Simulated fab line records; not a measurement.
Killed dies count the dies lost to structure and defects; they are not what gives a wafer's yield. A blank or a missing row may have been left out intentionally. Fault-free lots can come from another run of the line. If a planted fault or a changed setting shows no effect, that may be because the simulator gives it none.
fab line records    flow sky130
record lots=11  wafers=33  last-day=51
route steps=708 shown FIELD_ISO@3 NWELL@78 VT_ADJUST_HVTP@95 PAD_OPEN@708
lots that met no fault: from a run of the same line without faults
start-h: start of the lot's first displayed wafer, in hours after the record's first day    wait-h: hours from the lot's prior step to this one    " unchanged from the row above    L1.1+2: one row covering several wafers at once    - no value, or no start was given    * or withheld: withheld    < > ~ a bound
route shown NAME@n: a module of which the file shows steps, and the number in the route of the first    usual: mean/standard deviation of fault-free wafers    same: alike in all rows    chamber/n: place in a boat    sites: per-site readings    _std_site: standard deviation across them    _edge_site: inner sites' mean taken away from outer sites' mean    radius-mm: how far each site lies from the wafer's centre    mask NAME#n: copy n    behind: the tool/chamber that last shaped the wafer    hold: the reason the lot was held/the length of the hold in hours/how it ended    device: names the non-switching transistor (n, p or np)    end of line: at the end of the route, the tests of the same wafers    a step with no rows: only its recipe    killed: the dies lost at the first sort to structure and to defects; this is not the yield of the wafer    map: dies across one wafer; x = killed, . = not, _ = none there
set.NAME: the setting that was run; set.NAME@STEP: the one run at that earlier step    model.NAME: the simulator's own value behind a step, which no gauge read
a sample of lots followed through the steps of the route, with each step as a table and each wafer as a row
services: the hour from which a tool's chamber was out of use, counted from the record's first day as start-h (under 0 if before that day), plus the number of hours and why
## steps
# step SKY_FIELD_ISO_THK_MEAS_02
# recipe reads=SiO2_of_FIELD_ISO_OXIDATION_01
# usual FIELD_ISO_OXIDATION_00_THK=11.92/0.17
lot.wafer  tool           chamber  start-h  wait-h  FIELD_ISO_OXIDATION_00_THK[nm]
L209.1     film-metro-03  -        17.86    0.0     12.11
L209.4     "              -        "        "       11.99
L209.6     "              -        "        "       12.12
L215.2     film-metro-04  -        47.31    0.0     11.61
L215.5     "              -        "        "       11.60
L215.6     "              -        "        "       11.99
L216.1     film-metro-03  -        52.97    0.0     11.76
L216.2     "              -        "        "       11.79
L216.3     "              -        "        "       11.84
L219.2     film-metro-03  -        66.78    0.0     12.03
L219.4     "              -        "        "       12.01
L219.5     "              -        "        "       12.02
L220.1     film-metro-04  -        72.72    0.0     11.86
L220.2     "              -        "        "       11.78
L220.4     "              -        "        "       11.91
L222.4     film-metro-04  -        83.56    0.0     12.17
L222.5     "              -        "        "       12.21
L222.6     "              -        "        "       12.12
L223.3     film-metro-04  -        86.65    0.0     11.70
L223.4     "              -        "        "       11.71
L223.5     "              -        "        "       11.82
L224.2     film-metro-04  -        93.46    0.0     11.91
L224.3     "              -        "        "       11.97
L224.4     "              -        "        "       11.77
L225.3     film-metro-04  -        99.31    0.0     11.78
L225.5     "              -        "        "       11.82
L225.6     "              -        "        "       11.90
L226.3     film-metro-03  -        103.85   0.0     11.68
L226.4     "              -        "        "       11.91
L226.5     "              -        "        "       11.81
L231.3     film-metro-03  -        126.78   0.0     11.70
L231.4     "              -        "        "       11.75
L231.6     "              -        "        "       11.72
# step SKY_FIELD_ISO_CD_MEAS_13
# recipe target-cd-nm=150
# usual cd-nm=149.6/1.5
lot.wafer  tool       chamber  start-h  wait-h  cd-nm
L209.1     cd-sem-01  -        34.27    -       148.4
L209.4     "          -        "        "       149.7
L209.6     "          -        "        "       148.5
L215.2     cd-sem-02  -        65.94    -       149.3
L215.5     "          -        "        "       148.6
L215.6     "          -        "        "       149.3
L216.1     cd-sem-01  -        71.47    -       151.3
L216.2     "          -        "        "       151.3
L216.3     "          -        "        "       150.5
L219.2     cd-sem-02  -        86.84    -       149.6
L219.4     "          -        "        "       149.0
L219.5     "          -        "        "       149.4
L220.1     cd-sem-01  -        92.94    -       148.7
L220.2     "          -        "        "       149.0
L220.4     "          -        "        "       147.5
L222.4     cd-sem-01  -        103.78   -       149.2
L222.5     "          -        "        "       150.3
L222.6     "          -        "        "       149.5
L223.3     cd-sem-02  -        107.73   -       148.5
L223.4     "          -        "        "       148.3
L223.5     "          -        "        "       148.6
L224.2     cd-sem-02  -        114.06   -       148.8
L224.3     "          -        "        "       149.2
L224.4     "          -        "        "       148.8
L225.3     cd-sem-02  -        119.53   -       151.6
L225.5     "          -        "        "       151.7
L225.6     "          -        "        "       153.0
L226.3     cd-sem-01  -        125.11   -       152.2
L226.4     "          -        "        "       149.9
L226.5     "          -        "        "       151.7
L231.3     cd-sem-02  -        147.93   -       150.3
L231.4     "          -        "        "       151.6
L231.6     "          -        "        "       151.7
# step SKY_FIELD_ISO_CMP_27
# recipe stop-on=Si3N4  t-overpolish-s=16  down-force-psi=4  platen-rpm=60  target-thk-nm=457.8  pad-velocity-m-s=0.94248
# usual motor-current-A=11.8/0.89  overpolish-run-s=16.000/0.0089  slurry-filter-dp-kPa=13.53/0.12  time-to-endpoint-s=112/4.1
lot.wafer  tool    chamber  start-h  wait-h  motor-current-A  overpolish-run-s  slurry-filter-dp-kPa  time-to-endpoint-s
L209.1     cmp-01  1        41.86    0.0     12.3             15.994            13.48                 112
L209.4     "       3        "        "       12.5             15.999            13.58                 117
L209.6     "       2        "        "       12.4             15.995            13.42                 116
L215.2     cmp-02  2        70.57    0.2     10.4             15.998            13.61                 124
L215.5     "       3        "        "       10.8             16.001            13.34                 119
L215.6     "       0        "        "       13.7             15.999            13.62                 116
L216.1     cmp-02  2        76.52    0.0     11.5             16.005            13.45                 115
L216.2     "       3        "        "       11.2             16.012            13.41                 109
L216.3     "       1        "        "       11.4             16.002            13.47                 118
L219.4     cmp-01  0        91.32    0.1     11.4             16.001            13.62                 111
L219.2     "       1        "        "       12.4             15.993            13.40                 113
L219.5     "       1        "        "       11.2             15.982            13.54                 107
L220.4     cmp-01  3        97.77    0.0     12.5             15.981            13.75                 111
L220.1     "       1        "        "       11.4             16.006            13.62                 110
L220.2     "       2        "        "       11.3             15.990            13.56                 112
L222.4     cmp-01  0        109.41   0.1     11.6             15.997            13.37                 105
L222.5     "       2        "        "       11.7             16.003            13.65                 112
L222.6     "       3        "        "       13.0             16.005            13.45                 106
L223.3     cmp-01  1        114.82   0.1     12.1             15.998            13.47                 107
L223.4     "       2        "        "       11.4             16.001            13.49                 112
L223.5     "       0        "        "       11.5             15.995            13.46                 106
L224.2     cmp-01  1        118.79   0.0     11.7             15.997            13.48                 112
L224.3     "       2        "        "       12.0             16.008            13.52                 116
L224.4     "       0        "        "       11.3             15.994            13.80                 115
L225.3     cmp-01  0        125.34   0.1     11.8             15.982            13.45                 111
L225.6     "       2        "        "       11.7             15.994            13.50                 112
L225.5     "       3        "        "       12.0             16.003            13.74                 109
L226.3     cmp-02  2        131.75   0.0     11.2             15.997            13.52                 108
L226.4     "       0        "        "       13.3             15.988            13.73                 108
L226.5     "       3        "        "       10.8             15.996            13.43                 110
L231.3     cmp-02  3        152.85   0.0     11.1             15.990            13.52                 109
L231.4     "       2        "        "       10.7             16.020            13.53                 111
L231.6     "       3        "        "       10.3             15.994            13.64                 110
# step SKY_NWELL_STRIP_25
# recipe chemistry=O2/N2  power-w=1400  pressure-mtorr=1500  platen-temp-c=withheld  o2-flow-sccm=3000  n2-flow-sccm=300  overash-fraction=0.5
# usual chamber-pressure-mTorr=1500.0/1.5  drypump-motor-current-A=5.5/0.39  o2-flow-sccm=3000/9.5  oes-product-au=0.722/0.0045  strip-time-to-endpoint-s=36.91/0.1
lot.wafer  tool             chamber  start-h  wait-h  chamber-pressure-mTorr  drypump-motor-current-A  o2-flow-sccm  oes-product-au  rf-hours-counter-h  strip-time-to-endpoint-s
L209.1     plasma-asher-03  0        114.91   0.1     1497.7                  5.4                      3020          0.722           37                  36.87
L209.4     "                1        "        "       1501.1                  6.1                      3003          0.719           -                   36.88
L209.6     "                1        "        "       1497.4                  6.1                      3007          0.717           -                   36.88
L215.2     plasma-asher-02  1        148.56   0.1     1501.3                  5.2                      3007          0.723           36                  36.89
L215.5     "                0        "        "       1497.2                  5.5                      2996          0.717           -                   36.92
L215.6     "                1        "        "       1499.0                  5.2                      3010          0.727           -                   36.95
L216.1     plasma-asher-02  0        155.98   0.1     1495.9                  5.5                      2993          0.721           36                  36.89
L216.2     "                1        "        "       1499.4                  5.2                      3005          0.730           36                  36.87
L216.3     "                1        "        "       1498.2                  5.2                      2991          0.722           -                   37.00
L219.2     plasma-asher-01  1        175.13   0.1     1500.7                  5.8                      3000          0.721           6                   36.97
L219.4     "                1        "        "       1500.4                  5.8                      3013          0.726           -                   36.88
L219.5     "                0        "        "       1501.5                  5.0                      2995          0.723           -                   36.89
L220.1     plasma-asher-01  1        184.73   0.1     1500.5                  5.8                      3000          0.724           7                   37.02
L220.2     "                0        "        "       1498.8                  5.0                      3005          0.726           7                   37.02
L220.4     "                1        "        "       1498.6                  5.8                      2996          0.724           -                   37.01
L222.4     plasma-asher-03  1        197.21   0.1     -                       -                        -             -               -                   -
L222.5     "                0        "        "       -                       -                        -             -               -                   -
L222.6     "                1        "        "       -                       -                        -             -               -                   -
L223.3     plasma-asher-03  1        200.31   0.1     -                       -                        -             -               -                   -
L223.4     "                0        "        "       -                       -                        -             -               -                   -
L223.5     "                1        "        "       -                       -                        -             -               -                   -
L224.2     plasma-asher-03  1        206.56   0.1     -                       -                        -             -               -                   -
L224.3     "                1        "        "       -                       -                        -             -               -                   -
L224.4     "                0        "        "       -                       -                        -             -               -                   -
L225.3     plasma-asher-02  0        214.66   0.1     1502.0                  5.5                      3010          0.712           -                   36.90
L225.5     "                1        "        "       1503.5                  5.2                      3009          0.723           -                   36.94
L225.6     "                0        "        "       1497.8                  5.4                      2996          0.722           -                   36.97
L226.3     plasma-asher-03  1        222.51   0.1     1500.1                  6.2                      3014          0.728           -                   37.00
L226.4     "                0        "        "       1503.7                  5.4                      2999          0.717           -                   37.03
L226.5     "                1        "        "       1499.9                  6.1                      2998          0.723           -                   37.08
L231.3     plasma-asher-01  0        245.06   0.1     1498.6                  5.0                      2997          0.715           -                   36.79
L231.4     "                1        "        "       1500.6                  5.8                      3008          0.722           -                   36.79
L231.6     "                1        "        "       1498.6                  5.8                      3009          0.718           -                   36.77
# step SKY_VT_ADJUST_HVTP_STRIP_10
# recipe chemistry=O2/N2  power-w=1400  pressure-mtorr=1500  platen-temp-c=withheld  o2-flow-sccm=3000  n2-flow-sccm=300  overash-fraction=0.5
# usual chamber-pressure-mTorr=1500.0/1.6  drypump-motor-current-A=5.8/0.46  o2-flow-sccm=3001/9  oes-product-au=0.716/0.0048  strip-time-to-endpoint-s=14.15/0.04
lot.wafer  tool             chamber  start-h  wait-h  chamber-pressure-mTorr  drypump-motor-current-A  o2-flow-sccm  oes-product-au  rf-hours-counter-h  strip-time-to-endpoint-s
L209.1     plasma-asher-03  0        135.22   0.1     1498.8                  5.4                      2993          0.713           39                  14.16
L209.4     "                1        "        "       1499.7                  6.2                      2986          0.715           -                   14.13
L209.6     "                0        "        "       1500.4                  5.3                      3002          0.721           -                   14.15
L215.2     plasma-asher-03  0        170.47   0.1     1500.6                  5.4                      2995          0.720           42                  14.20
L215.5     "                1        "        "       1500.3                  6.2                      3016          0.702           -                   14.11
L215.6     "                0        "        "       1498.9                  5.4                      3017          0.710           -                   14.16
L216.1     plasma-asher-02  1        178.98   0.1     1501.4                  5.2                      2983          0.718           39                  14.12
L216.2     "                0        "        "       1505.0                  5.5                      2999          0.720           39                  14.12
L216.3     "                1        "        "       1497.2                  5.1                      2987          0.722           -                   14.15
L219.2     plasma-asher-04  1        198.18   0.1     1501.1                  6.1                      2999          0.717           48                  14.20
L219.4     "                0        "        "       1497.6                  6.4                      2996          0.711           -                   14.14
L219.5     "                0        "        "       1503.0                  6.4                      3005          0.705           -                   14.16
L220.1     plasma-asher-04  1        207.92   0.1     1500.5                  6.1                      3006          0.717           49                  14.22
L220.2     "                0        "        "       1500.3                  6.4                      2999          0.713           49                  14.20
L220.4     "                1        "        "       1499.7                  6.1                      3015          0.714           -                   14.15
L222.4     plasma-asher-04  1        220.57   0.1     1501.8                  6.1                      3003          0.730           -                   58.70
L222.5     "                1        "        "       1501.5                  6.1                      3001          0.732           -                   58.72
L222.6     "                0        "        "       1501.1                  6.4                      3007          0.730           -                   58.84
L223.3     plasma-asher-02  1        222.93   0.1     1502.9                  5.2                      2998          0.730           -                   58.62
L223.4     "                0        "        "       1500.2                  5.5                      2992          0.734           -                   58.75
L223.5     "                1        "        "       1501.3                  5.2                      2988          0.726           -                   58.80
L224.2     plasma-asher-03  1        230.03   0.1     1499.1                  6.1                      2998          0.734           49                  58.73
L224.3     "                0        "        "       1500.2                  5.3                      2997          0.738           -                   58.87
L224.4     "                1        "        "       1498.8                  6.2                      2998          0.733           -                   58.84
L225.3     plasma-asher-03  1        238.31   0.1     1497.8                  6.1                      3015          0.710           -                   14.18
L225.5     "                0        "        "       1502.0                  5.3                      3017          0.715           -                   14.19
L225.6     "                1        "        "       1502.5                  6.1                      3006          0.716           -                   14.23
L226.3     plasma-asher-04  0        247.17   0.1     1500.5                  6.4                      3009          0.717           -                   14.12
L226.4     "                1        "        "       1501.8                  6.1                      2993          0.719           -                   14.20
L226.5     "                1        "        "       1498.5                  6.1                      3005          0.711           -                   14.21
L231.3     plasma-asher-02  0        269.43   0.1     1497.7                  5.4                      2995          0.719           -                   14.17
L231.4     "                1        "        "       1501.3                  5.1                      3004          0.717           -                   14.13
L231.6     "                1        "        "       1501.0                  5.1                      3011          0.709           -                   14.16
# step SKY_VT_ADJUST_HVTP_TW_MEAS_11
# usual VT_ADJUST_HVTP_TW=1351/13
lot.wafer  tool           chamber  start-h  wait-h  hold                      VT_ADJUST_HVTP_TW
L209.1     film-metro-02  -        135.32   0.1     -                         1361
L209.4     "              -        "        "       -                         1361
L209.6     "              -        "        "       -                         1361
L215.2     film-metro-02  -        170.58   0.1     -                         1359
L215.5     "              -        "        "       -                         1368
L215.6     "              -        "        "       -                         1367
L216.1     film-metro-02  -        179.08   0.1     -                         1364
L216.2     "              -        "        "       -                         1356
L216.3     "              -        "        "       -                         1357
L219.2     film-metro-02  -        198.29   0.1     -                         1357
L219.4     "              -        "        "       -                         1364
L219.5     "              -        "        "       -                         1357
L220.1     film-metro-02  -        208.02   0.1     -                         1358
L220.2     "              -        "        "       -                         1355
L220.4     "              -        "        "       -                         1348
L222.4     film-metro-04  -        220.66   0.1     await-dispo/0.2h/release  29
L222.5     "              -        "        "       await-dispo/0.2h/release  29
L222.6     "              -        "        "       await-dispo/0.2h/release  29
L222.4     film-metro-04  -        220.89   0.2     -                         29
L222.5     "              -        "        "       -                         29
L222.6     "              -        "        "       -                         29
L223.3     film-metro-04  -        223.02   0.1     await-dispo/0.2h/release  29
L223.4     "              -        "        "       await-dispo/0.2h/release  30
L223.5     "              -        "        "       await-dispo/0.2h/release  29
L223.3     film-metro-04  -        223.25   0.2     -                         29
L223.4     "              -        "        "       -                         29
L223.5     "              -        "        "       -                         29
L224.2     film-metro-04  -        230.19   0.1     await-dispo/0.2h/release  29
L224.3     "              -        "        "       await-dispo/0.2h/release  29
L224.4     "              -        "        "       await-dispo/0.2h/release  29
L224.2     film-metro-04  -        230.42   0.2     -                         29
L224.3     "              -        "        "       -                         29
L224.4     "              -        "        "       -                         30
L225.3     film-metro-02  -        238.39   0.1     -                         1363
L225.5     "              -        "        "       -                         1364
L225.6     "              -        "        "       -                         1365
L226.3     film-metro-01  -        247.25   0.1     -                         1344
L226.4     "              -        "        "       -                         1350
L226.5     "              -        "        "       -                         1350
L231.3     film-metro-02  -        269.52   0.1     -                         1355
L231.4     "              -        "        "       -                         1368
L231.6     "              -        "        "       -                         1367
# step SKY_PAD_OPEN_PROBE_99
# usual defect-limited-yield=82.7/1.9  killed_at_M0_to_M3=44/7.2  killed_at_M4_up=2.9/1.8  killed-at-contacts=24/5.2  killed-at-front-end=15/4  killed-at-other=0.2/0.49  killed-dies=85/9.1  killed-open=47/6.8  killed-short=38/5.7  sort_bin_3_pad_short=0.9/0.44  sort_bin_5_function=10.3/1.4  sort_bin_6_memory=6.2/1.1  sort-n-pass=407/9.1  sort-yield-pct=82.7/1.9
# same gross-dies=492  killed-at-back-side=0  sort_bin_4_leakage[%]=0  sort_bin_8_speed[%]=0
lot.wafer  tool       chamber  start-h  wait-h  defect-limited-yield[%]  killed_at_M0_to_M3  killed_at_M4_up  killed-at-contacts  killed-at-front-end  killed-at-other  killed-dies  killed-open  killed-short  sort_bin_3_pad_short[%]  sort_bin_5_function[%]  sort_bin_6_memory[%]  sort-n-pass  sort-yield-pct[%]
L220.1     prober-02  -        1167.02  0.1     80.7                     54                  4                21                  16                   0                95           53           42            1.2                      11.0                    7.1                   397          80.7
L220.2     prober-02  -        1167.07  0.1     82.5                     35                  1                31                  19                   0                86           54           32            0.6                      10.6                    6.3                   406          82.5
L220.4     prober-02  -        1167.17  0.2     82.5                     50                  1                22                  13                   0                86           48           38            0.6                      11.4                    5.5                   406          82.5
L225.3     prober-01  -        1195.27  0.2     86.2                     32                  2                20                  12                   2                68           34           34            0.6                      8.7                     4.5                   424          86.2
L225.5     prober-01  -        1195.37  0.2     86.4                     41                  2                11                  13                   0                67           35           32            0.2                      8.7                     4.7                   425          86.4
L225.6     prober-01  -        1195.42  0.2     83.7                     38                  1                21                  20                   0                80           41           39            1.6                      10.4                    4.3                   412          83.7
# killed by level:class
L220.1 CONTACT:geometric-particle:open=12 VIA1:geometric-particle:open=12 VIA1:geometric-particle:short=9 METAL1:geometric-particle:short=8 FIELD_ISO:geometric-particle:open=5 POLY_GATE:geometric-particle:open=5 VIA3:geometric-particle:open=5 VIA2:geometric-particle:open=5
L220.2 CONTACT:geometric-particle:open=12 VIA3:geometric-particle:open=9 LI_CONTACT:geometric-particle:open=9 VIA2:geometric-particle:open=7 FIELD_ISO:geometric-particle:open=6 LI_CONTACT:geometric-particle:short=5 POLY_GATE:geometric-particle:short=4 METAL1:geometric-particle:short=4
L220.4 VIA1:geometric-particle:open=17 CONTACT:geometric-particle:open=10 METAL1:geometric-particle:short=7 VIA2:geometric-particle:open=6 METAL3:geometric-particle:short=6 POLY_GATE:geometric-particle:short=4 LI_CONTACT:geometric-particle:open=4 FIELD_ISO:geometric-particle:short=3
L225.3 CONTACT:geometric-particle:open=7 CONTACT:geometric-particle:short=5 VIA1:geometric-particle:open=5 METAL2:geometric-particle:short=5 FIELD_ISO:geometric-particle:open=4 POLY_GATE:geometric-particle:short=4 METAL1:geometric-particle:short=4 VIA1:geometric-particle:short=4
L225.5 METAL1:geometric-particle:short=7 VIA2:geometric-particle:open=6 CONTACT:geometric-particle:open=6 VIA1:geometric-particle:open=6 METAL2:geometric-particle:short=5 VIA1:geometric-particle:short=4 METAL2:geometric-particle:open=4 FIELD_ISO:geometric-particle:short=3
L225.6 METAL2:geometric-particle:short=8 VIA1:geometric-particle:open=8 FIELD_ISO:geometric-particle:open=7 CONTACT:geometric-particle:open=7 FIELD_ISO:geometric-particle:short=6 LI_CONTACT:geometric-particle:open=6 METAL1:geometric-particle:short=6 CONTACT:geometric-particle:short=4
## services
tool             chamber  start-h  hours  kind
cmp-01           -        28.66    1.7    repair
cmp-02           -        60.40    6.0    repair
cmp-01           -        63.62    4.5    repair
plasma-asher-03  -        69.10    0.9    repair
cmp-01           -        69.49    4.0    pm
cmp-01           -        73.49    -      consumable-replace:conditioner
cmp-01           -        73.49    -      consumable-replace:pad
cmp-02           -        90.60    5.7    repair
plasma-asher-01  -        108.75   9.0    pm
plasma-asher-01  0        108.75   9.0    vent-cycle
cmp-02           -        154.65   4.7    pm
cmp-02           -        167.87   1.0    repair
cmp-01           -        175.55   7.5    pm
plasma-asher-02  -        181.92   0.7    repair
cmp-01           -        193.71   2.0    repair
cmp-01           -        196.12   5.4    repair
plasma-asher-02  -        197.13   12.9   repair
cmp-01           -        210.50   4.9    pm
cmp-02           -        216.56   0.9    repair
cmp-01           -        219.53   11.6   pm
cmp-02           -        232.07   4.0    pm
cmp-02           -        236.07   -      consumable-replace:conditioner
cmp-02           -        236.07   -      consumable-replace:pad
cmp-01           -        237.41   2.8    repair
## key
first-sign step=SKY_NWELL_STRIP_25  reading=tool-record  direction=missing
effect step=SKY_VT_ADJUST_HVTP_STRIP_10  reading=strip-time-to-endpoint-s  direction=up  sigmas=99+  usual=*  struck=*
effect step=SKY_VT_ADJUST_HVTP_TW_MEAS_11  reading=visit  direction=added
effect step=SKY_VT_ADJUST_HVTP_TW_MEAS_11  reading=VT_ADJUST_HVTP_TW  direction=down  sigmas=99+  usual=1351  struck=29
met-at SKY_NWELL_STRIP_25
struck-lots L222,L223,L224
scrapped-behind SKY_VT_ADJUST_HVTP_TW_MEAS_11 L222.4,L222.5,L222.6,L223.3,L223.4,L223.5,L224.2,L224.3,L224.4
not-acting-at SKY_FIELD_ISO_THK_MEAS_02,SKY_FIELD_ISO_CD_MEAS_13,SKY_FIELD_ISO_CMP_27
onset-between 114.91 197.21
fault kind=skipped-step-whole  tool=plasma-asher-03  chamber=-  onset-h=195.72  steps=SKY_NWELL_STRIP_25  scope=struck-lots-only
